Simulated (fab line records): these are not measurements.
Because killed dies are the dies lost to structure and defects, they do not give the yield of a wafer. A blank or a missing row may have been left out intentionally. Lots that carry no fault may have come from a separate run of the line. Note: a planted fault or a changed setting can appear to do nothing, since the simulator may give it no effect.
Chamber matching ; flow sky130 ; hdpcvd-02 running SKY_VIA2_HDPCVD_00: 3 sister chambers
The step deposits SiO2, target thk 1180 nm, time 196.7 s. 3 wafers are shown with their chamber, then 7 later ones without.

## EACH WAFER AND ITS CHAMBER
wafer;chamber;sih4_flow_sccm (sccm)
L630.1;2;60.13
L630.2;0;60.13
L630.3;1;59.98

## WAFERS WITHOUT THEIR CHAMBER
wafer;sih4_flow_sccm (sccm)
L636.3;59.86
L636.5;60.14
L636.6;59.90
L637.1;59.84
L637.4;59.95
L640.1;60.18
L640.2;59.86

## THE CHAMBER EACH PASSED THROUGH
wafer;from the rows above;in truth
L636.3;can't be placed: 1 or 0 or 2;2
L636.5;can't be placed: 0 or 2 or 1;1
L636.6;can't be placed: 1 or 0 or 2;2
L637.1;can't be placed: 1 or 0 or 2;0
L637.4;can't be placed: 1 or 0 or 2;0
L640.1;can't be placed: 0 or 2 or 1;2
L640.2;can't be placed: 1 or 0 or 2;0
Correctly placed: 0 of 7. From these rows, 7 cannot be placed; in 7 the true chamber is one of the candidates. 0 placed wrongly.
How it was worked out, from the rows above alone: a wafer's distance from a chamber is the root of the sum, over the readings, of the square of ((its reading less the chamber's mean) divided by the reading's scatter). The wafer belongs to the nearest chamber; if the next one is less than 2 further off, it can't be placed. A chamber's mean is the mean of its shown wafers. The scatter: root of mean squared gap, hidden wafer to nearest shown wafer, with one shown wafer a chamber.
